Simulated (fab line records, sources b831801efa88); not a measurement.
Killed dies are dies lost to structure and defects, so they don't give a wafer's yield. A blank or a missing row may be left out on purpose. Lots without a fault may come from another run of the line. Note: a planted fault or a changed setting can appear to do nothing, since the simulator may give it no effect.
One fault seen from 2 desks | flow sfq-line | every desk sees just its own numbers, and what lay behind them comes last

== FROM THE METROLOGY DESK ==
Lot by lot, what the gauges showed, no matter which tool ran the lot: averages of those sampled wafers that carry a number. A lot is out of limits, marked OUT, if its mean lies more than 4 standard deviations from the usual mean; the brackets give that distance.
Columns: A = I4_OVL at SFQ_I4_OVL_MEAS_928, usual -2 nm; B = C5_OVL at SFQ_C5_OVL_MEAS_937, usual -2 nm
lot  | first seen here | A  | B
L689 | day 46 17:54    | -6 | -4
L690 | day 46 19:05    | -9 | -12
L691 | day 47 05:04    | -2 | 1
L692 | day 49 03:58    | -5 | 3
L693 | day 49 05:10    | -5 | -3
L694 | day 49 06:21    | 0  | -3
L697 | day 56 11:41    | -0 | -4
L700 | day 56 15:17    | -4 | -0
L707 | day 61 05:31    | 1  | 3
L708 | day 61 08:23    | -0 | -6
L709 | day 61 11:23    | -8 | -8
L710 | day 61 12:46    | -3 | -1
L711 | day 61 19:01    | -3 | 3
L712 | day 62 01:49    | 8  | 8
This desk found nothing out of limits on any of the 14 lots.

== AT THE TOOL OWNER'S DESK: cmp-01 ==
The tool's own readings at SFQ_TRILAYER_I6_CMP_CMP_166 (polishes SiO2): means of the sampled wafers that have a number, for each lot that ran on this tool. A lot is out of limits, marked OUT, if its mean lies more than 4 standard deviations from the usual mean; the brackets give that distance.
Columns: A = motor-current-A at SFQ_TRILAYER_I6_CMP_CMP_166, usual 10.5 A; B = time-to-endpoint-s at SFQ_TRILAYER_I6_CMP_CMP_166, usual 211 s
lot  | first seen here | A    | B
L690 | day 72 04:11    | 10.7 | 215
L692 | day 72 14:02    | 10.4 | 220
L693 | day 77 03:03    | 9.4  | 210
L694 | day 77 05:33    | 10.5 | 201
L700 | day 78 12:03    | 10.4 | 208
L707 | day 81 17:28    | 10.2 | 215
L708 | day 81 20:28    | 9.5  | 214
L709 | day 81 23:58    | 10.2 | 207
L710 | day 82 02:28    | 10.3 | 208
L711 | day 82 07:25    | 10.5 | 203
This desk found nothing out of limits on any of the 10 lots.

== TAKEN TOGETHER ==
Metrology desk: nothing out of limits seen.
The tool owner's desk saw nothing out of limits.

== WHAT THE SIMULATOR PUT IN ==
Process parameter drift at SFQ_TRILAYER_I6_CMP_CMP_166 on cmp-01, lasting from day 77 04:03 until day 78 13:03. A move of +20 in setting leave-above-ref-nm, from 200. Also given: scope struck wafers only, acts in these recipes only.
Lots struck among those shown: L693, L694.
